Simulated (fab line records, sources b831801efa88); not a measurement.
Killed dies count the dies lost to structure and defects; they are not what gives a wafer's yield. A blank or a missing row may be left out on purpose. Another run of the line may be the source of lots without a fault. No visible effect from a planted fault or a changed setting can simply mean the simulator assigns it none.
A struck lot beside a sound one -- flow sky130 -- 14 out of 708 route steps
Sound: the wafers L607.2, L607.4, L607.6. Struck: wafers L616.1, L616.3, L616.4. Last of all comes the cause.
Per side, at each step with rows, come the tool, then ch with its chambers, and then its first start. Under that, the readings that differ: sound wafers -- struck wafers -- difference of the means -- sigmas: that difference in standard deviations of wafers without a fault.
alike: a reading whose means differ by less than 2 such deviations, as well as words and numbers matching on both sides. not compared: withheld readings; readings where some wafer has no value; bounds like >300 that might hide an equal value; numbers whose values overlap and for which the record gives no deviation.
A row with sigmas, a row that says differs or no value, or rows on one side alone: a step with any of these is where the two part. Numbers that don't overlap but have no deviation are shown without sigmas and don't part them. Lack of a reading on every wafer of one side parts them only where that side has two or more wafers.

SKY_LI_CONTACT_THK_MEAS_23: measures by xrf.
  struck on film_metro-04, day 35 04:47; sound on film_metro-03, day 32 07:19
  alike: LI_CONTACT_W_THK
SKY_LI_CONTACT_CMP_24: polishes, stops on PSG, t overpolish 20 s, target thk 0 nm.
  sound on cmp-01 ch 1,3, day 32 07:22; struck on cmp-01 ch 0,1,3, day 35 04:54
reading,sound,struck,difference,sigmas
time_to_endpoint_s (s),104 97 104,92 93 95,-8,-2
  alike: motor_current_A, overpolish_run_s
SKY_LOCAL_INTERCONNECT_SPUTTER_00: material TiN, target thk 100 nm, time 83.3 s.
  struck on pvd_sputter-02, day 35 05:09; sound on pvd_sputter-03, day 32 07:40
  alike: substrate_temp_c, throttle_valve_pct
SKY_LOCAL_INTERCONNECT_RS_MEAS_01: measurement is done with a four-point probe.
  struck on film_metro-03, day 35 05:13; sound on film_metro-04, day 32 07:45
  alike: LOCAL_INTERCONNECT_TIN_RS
SKY_LOCAL_INTERCONNECT_THK_MEAS_02: measures by xrf.
  struck on film_metro-03, day 35 05:20; sound on film_metro-04, day 32 07:52
  alike: LOCAL_INTERCONNECT_TIN_THK
then, 7 steps without rows for these wafers: SKY_LOCAL_INTERCONNECT_DEHYDRATE_03 (time 60 s); SKY_LOCAL_INTERCONNECT_HMDS_04 (prime time 60 s); SKY_LOCAL_INTERCONNECT_COAT_05 (resist thk 60 nm); SKY_LOCAL_INTERCONNECT_COAT_06 (resist thk 450 nm); SKY_LOCAL_INTERCONNECT_SOFTBAKE_07 (time 90 s); SKY_LOCAL_INTERCONNECT_EXPOSE_08 (exposes mask LI1M, target cd 170 nm); SKY_LOCAL_INTERCONNECT_PEB_09.
SKY_LOCAL_INTERCONNECT_DEVELOP_10: develop time 60 s.
  struck on litho_track-03, day 36 07:00; sound on litho_track-02 ch 0, day 33 10:00
  no value came back on the struck wafers for chill_plate_temp_C (C), develop_time_s (s); on the sound wafers chill_plate_temp_C (C) reads 23.09 22.90 22.84
reading,sound,struck,difference,sigmas
model.KrF-thick_of_LOCAL_INTERCONNECT_COAT_06.thk_nm (nm),435.4 436.1 436.5,449 449.3 447.7,+13,
SKY_LOCAL_INTERCONNECT_CD_MEAS_11: the cd target is 170 nm.
  struck on cd_sem-01, day 36 07:24; sound on cd_sem-01, day 33 10:59
reading,sound,struck,difference,sigmas
cd_nm (nm),171.9 170.3 170.9,- - -,no value on the struck wafers,

WHERE THEY PART
First at SKY_LI_CONTACT_CMP_24; last, within this record, at SKY_LOCAL_INTERCONNECT_CD_MEAS_11.

WHY: what had been put in by the simulator
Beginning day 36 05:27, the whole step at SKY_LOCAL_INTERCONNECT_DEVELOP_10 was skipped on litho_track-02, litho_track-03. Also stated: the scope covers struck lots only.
